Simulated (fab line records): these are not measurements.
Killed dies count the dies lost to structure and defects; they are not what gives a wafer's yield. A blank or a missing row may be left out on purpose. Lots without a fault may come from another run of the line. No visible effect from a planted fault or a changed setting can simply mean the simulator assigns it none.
Which tool did it? | flow sky130 | 11 lots with 33 wafers sampled at 6 steps, on a route of 708 steps

## WHAT THE GAUGES SHOWED, per wafer
SKY_VIA2_THK_MEAS_01.
lot  | measured     | on            | VIA2_HDPCVD_THK (nm)
L467 | day 35 00:10 | film_metro-02 | 1193 1180 1182
L469 | day 35 22:28 | film_metro-03 | 1155 1160 1187
L470 | day 36 17:28 | film_metro-03 | 1197 1186 1190
L473 | day 37 06:08 | film_metro-02 | 1197 1177 1159
L475 | day 37 22:37 | film_metro-01 | 1188 1181 1175
L478 | day 39 00:31 | film_metro-01 | 1193 1187 1183
L483 | day 40 00:43 | film_metro-03 | 1171 1208 1190
L486 | day 41 06:58 | film_metro-01 | 1168 1188 1184
L487 | day 41 11:37 | film_metro-03 | 1155 1180 1176
L488 | day 41 13:44 | film_metro-02 | 1188 1185 1176
L489 | day 41 18:31 | film_metro-03 | 1206 1192 1196

SKY_CAPM_RS_MEAS_03: measures by four-point-probe.
lot  | measured     | on            | CAPM_TIN_RS (ohm/sq)
L467 | day 36 04:49 | film_metro-04 | 6.90 7.03 7.06
L469 | day 37 02:29 | film_metro-04 | 7.05 7.11 6.98
L470 | day 37 21:32 | film_metro-01 | 6.92 7.05 7.04
L473 | day 38 10:10 | film_metro-04 | 6.95 6.88 6.93
L475 | day 39 02:53 | film_metro-01 | 6.94 7.09 6.93
L478 | day 40 03:54 | film_metro-01 | 6.92 6.86 7.00
L483 | day 41 03:22 | film_metro-01 | 6.91 6.90 6.83
L486 | day 42 08:35 | film_metro-01 | 6.93 7.00 7.32 6.94 7.01 7.32
L487 | day 42 14:07 | film_metro-04 | 6.88 6.96 6.96
L488 | day 42 15:28 | film_metro-01 | 6.84 6.87 6.88
L489 | day 42 20:05 | film_metro-01 | 6.96 6.85 6.94

SKY_CAPM_THK_MEAS_04: measures by xrf.
lot  | measured     | on            | CAPM_TIN_THK (nm)
L467 | day 36 04:56 | film_metro-04 | 198.0 193.5 193.8
L469 | day 37 02:35 | film_metro-04 | 194.8 192.4 196.0
L470 | day 37 21:38 | film_metro-01 | 197.4 193.7 193.7
L473 | day 38 10:16 | film_metro-04 | 195.9 197.3 196.5
L475 | day 39 03:00 | film_metro-01 | 196.1 192.4 195.5
L478 | day 40 04:01 | film_metro-01 | 196.1 199.3 194.9
L483 | day 41 03:29 | film_metro-01 | 197.3 197.6 199.3
L486 | day 42 13:23 | film_metro-01 | 195.7 192.9 186.7 196.0 194.0 186.7
L487 | day 42 14:14 | film_metro-04 | 199.2 195.5 196.4
L488 | day 42 15:33 | film_metro-01 | 197.7 198.1 197.4
L489 | day 42 20:13 | film_metro-01 | 195.6 197.8 195.7

SKY_CAPM_OVL_MEAS_12.
lot  | measured     | on         | CAPM_OVL (nm)
L467 | day 37 05:58 | overlay-02 | 0.0 -0.8 0.5
L469 | day 38 05:01 | overlay-02 | 0.7 -0.9 0.1
L470 | day 38 21:59 | overlay-01 | -0.8 -1.9 -1.1
L473 | day 39 09:53 | overlay-02 | -0.9 -1.1 -0.6
L475 | day 40 03:31 | overlay-01 | 0.9 -0.2 0.8
L478 | day 41 04:05 | overlay-02 | -2.0 -0.5 -0.1
L483 | day 42 02:15 | overlay-02 | -1.6 -2.2 -1.4
L486 | day 43 07:34 | overlay-02 | -1.7 -0.5 -3.0
L487 | day 43 13:16 | overlay-01 | -2.8 2.0 0.1
L488 | day 43 14:59 | overlay-01 | -0.9 0.6 -0.4
L489 | day 43 18:34 | overlay-01 | -1.3 -0.5 -0.8

## WHAT TOOL EACH LOT RAN ON (gives the tool, then ch and the chambers of the sampled wafers, and finally the start)
lot  | SKY_VIA2_CVD_21               | SKY_CAPM_SPUTTER_02
L467 | cvd_w-01 ch 0,1, day 36 03:51 | pvd_sputter-01, day 36 04:43
L469 | cvd_w-01 ch 0,1, day 37 01:31 | pvd_sputter-01, day 37 02:20
L470 | cvd_w-01 ch 0,1, day 37 20:35 | pvd_sputter-01, day 37 21:23
L473 | cvd_w-01 ch 0,1, day 38 09:13 | pvd_sputter-04, day 38 10:02
L475 | cvd_w-02 ch 1, day 39 01:47   | pvd_sputter-01, day 39 02:46
L478 | cvd_w-02 ch 0,1, day 40 02:56 | pvd_sputter-04, day 40 03:47
L483 | cvd_w-02 ch 0,1, day 41 02:25 | pvd_sputter-01, day 41 03:16
L486 | cvd_w-02 ch 0,1, day 42 07:37 | pvd_sputter-01, day 42 08:28
L487 | cvd_w-01 ch 0,1, day 42 13:08 | pvd_sputter-04, day 42 13:59
L488 | cvd_w-01 ch 0,1, day 42 14:29 | pvd_sputter-04, day 42 15:17
L489 | cvd_w-02 ch 0,1, day 42 19:08 | pvd_sputter-04, day 42 19:59
- SKY_VIA2_CVD_21: deposits W, target thk 420 nm, time 126.4 s.
- SKY_CAPM_SPUTTER_02: material TiN, target thk 200 nm, time 166.7 s.

## WHAT THE TOOLS THEMSELVES READ (means of the sampled wafers that have a number; where no wafer has one, the mark that the record gives instead)
SKY_VIA2_CVD_21.
lot  | tool     | heater_power_w (W)
L467 | cvd_w-01 | 786
L469 | cvd_w-01 | 751
L470 | cvd_w-01 | 772
L473 | cvd_w-01 | 782
L475 | cvd_w-02 | 800
L478 | cvd_w-02 | 768
L483 | cvd_w-02 | 766
L486 | cvd_w-02 | 761
L487 | cvd_w-01 | 787
L488 | cvd_w-01 | 732
L489 | cvd_w-02 | 724

SKY_CAPM_SPUTTER_02.
lot  | tool           | throttle_valve_pct (%)
L467 | pvd_sputter-01 | 30.7
L469 | pvd_sputter-01 | 30.5
L470 | pvd_sputter-01 | 30.9
L473 | pvd_sputter-04 | 30.7
L475 | pvd_sputter-01 | 30.3
L478 | pvd_sputter-04 | 30.7
L483 | pvd_sputter-01 | 30.3
L486 | pvd_sputter-01 | 29.7
L487 | pvd_sputter-04 | 30.6
L488 | pvd_sputter-04 | 29.9
L489 | pvd_sputter-04 | 30.3

## THE ANSWER, worked out from the rows above alone
Rule: what is usual is taken from the lots themselves. The widest of any qualifying gaps counts: lots, ordered by their means at a reading, are off when they make up no more than a third of the lots, leave a main group of 4 or more, and stand apart from it by 3 or more times the standard deviation of that group's means. If all means in a main group match to the digits the tables above print for the reading, that group is not used. Also off: a lot with no number at a reading for which 4 or more lots have one. All remaining lots with rows at the step are treated as sound. First the gauges in route order, then the tools' own readings, where a lot's mean is used as printed above. The first step at which some lot is off is used, and at that step the reading that is off furthest; a lot without a number counts as furthest.
No lot is off on any of the readings shown, so nothing can be concluded from this.

## WHAT THE SIMULATOR HAD INSERTED
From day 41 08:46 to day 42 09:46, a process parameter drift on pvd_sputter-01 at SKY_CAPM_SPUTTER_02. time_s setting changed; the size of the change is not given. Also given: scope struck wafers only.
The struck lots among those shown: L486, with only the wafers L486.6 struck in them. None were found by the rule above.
